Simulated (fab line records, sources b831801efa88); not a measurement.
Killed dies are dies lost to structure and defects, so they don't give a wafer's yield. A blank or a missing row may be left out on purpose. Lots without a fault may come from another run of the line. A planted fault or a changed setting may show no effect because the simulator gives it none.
One fault seen from 2 desks | flow gf180mcu | each desk has only its own numbers; what lay behind them comes last

THE TOOL OWNER'S DESK: rie_si-01
The tool's own readings at GF_POLY_GATE_ETCH_13 (etches poly-Si in HBr/Cl2, stops on SiO2, target depth 198.5 nm, time 69.6 s): means of the sampled wafers that have a number, for each lot that ran on this tool. A lot is out of limits, marked OUT, if its mean lies more than 4 standard deviations from the usual mean; the brackets give that distance.
Columns: A = chamber_pressure_mTorr at GF_POLY_GATE_ETCH_13, usual 10.000 mTorr; B = drypump_motor_current_A at GF_POLY_GATE_ETCH_13, usual 5.8 A; C = oes_product_au at GF_POLY_GATE_ETCH_13, usual 0.988 a.u.; D = rf_fwd_power_W at GF_POLY_GATE_ETCH_13, usual 397.0 W; E = run_length_s at GF_POLY_GATE_ETCH_13, usual 98.0 s; F = throttle_valve_pct at GF_POLY_GATE_ETCH_13, usual 33.685 %
lot  | first seen here | A      | B   | C     | D     | E              | F
L205 | day 9 06:01     | 10.006 | 5.9 | 0.988 | 398.3 | 97.8           | 33.685
L206 | day 9 11:49     | 9.998  | 5.6 | 0.996 | 396.7 | 98.4           | 33.682
L207 | day 9 19:24     | 9.998  | 5.8 | 0.989 | 396.0 | 98.3           | 33.687
L208 | day 10 01:33    | 9.997  | 6.1 | 0.985 | 396.5 | 97.6           | 33.685
L211 | day 10 20:13    | 10.000 | 5.8 | 0.987 | 397.4 | 97.8           | 33.683
L213 | day 11 13:39    | 10.003 | 6.0 | 0.981 | 397.3 | 97.7           | 33.683
L214 | day 11 23:16    | 10.005 | 6.0 | 0.991 | 396.5 | 97.8           | 33.686
L222 | day 14 08:28    | 10.010 | 6.0 | 0.990 | 396.6 | 91.1 (-13) OUT | 33.682
L223 | day 14 13:51    | 10.008 | 5.8 | 0.990 | 400.6 | 88.5 (-18) OUT | 33.682
L224 | day 14 21:30    | 9.995  | 5.5 | 1.001 | 399.7 | 88.8 (-18) OUT | 33.684
This desk's finding: out of limits on L222, L223, L224; first on L222, day 14 08:28 (run_length_s at GF_POLY_GATE_ETCH_13). In limits: L205, L206, L207, L208, L211, L213, L214.

THE METROLOGY DESK
What the gauges read, lot by lot, whatever tool the lot ran on: means of the sampled wafers that have a number. A lot is out of limits, marked OUT, if its mean lies more than 4 standard deviations from the usual mean; the brackets give that distance.
Columns: A = LVPWELL_RS at GF_VT_IMPLANT_RS_MEAS_48, usual 1197 ohm/sq; B = DUAL_GATE_OXIDATION_00_THK at GF_DUAL_GATE_THK_MEAS_03, usual 11.00 nm
lot  | first seen here | A    | B
L205 | day 7 14:49     | 1195 | 11.08
L206 | day 7 21:07     | 1191 | 10.96
L207 | day 8 03:44     | 1194 | 10.82
L208 | day 8 09:48     | 1197 | 10.65
L209 | day 8 17:50     | 1196 | 11.35
L210 | day 9 01:14     | 1199 | 11.03
L211 | day 9 03:52     | 1191 | 10.98
L213 | day 9 18:18     | 1197 | 10.87
L214 | day 10 02:28    | 1197 | 10.70
L222 | day 12 07:08    | 1196 | 11.27
L223 | day 12 14:37    | 1204 | 11.02
L224 | day 12 20:25    | 1196 | 11.02
L227 | day 13 16:05    | 1197 | 10.97
This desk's finding: nothing out of limits on any of the 13 lots.

PUT TOGETHER
The tool owner's desk could have raised an alarm at day 14 08:28, on L222, L223, L224.
The metrology desk saw nothing out of limits.
The metrology desk has L222, L223, L224 on record, within its limits.
Of the lots named, all ran GF_POLY_GATE_ETCH_13 on rie_si-01.

WHAT THE SIMULATOR HAD PUT IN
Process parameter drift: rie_si-01, from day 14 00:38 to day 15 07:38, at GF_POLY_GATE_ETCH_13. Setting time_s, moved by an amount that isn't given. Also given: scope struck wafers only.
Lots struck among those shown: L222, L223, L224.
Hours from the fault's start to each desk's first reading out of limits: the tool owner's desk, 8.
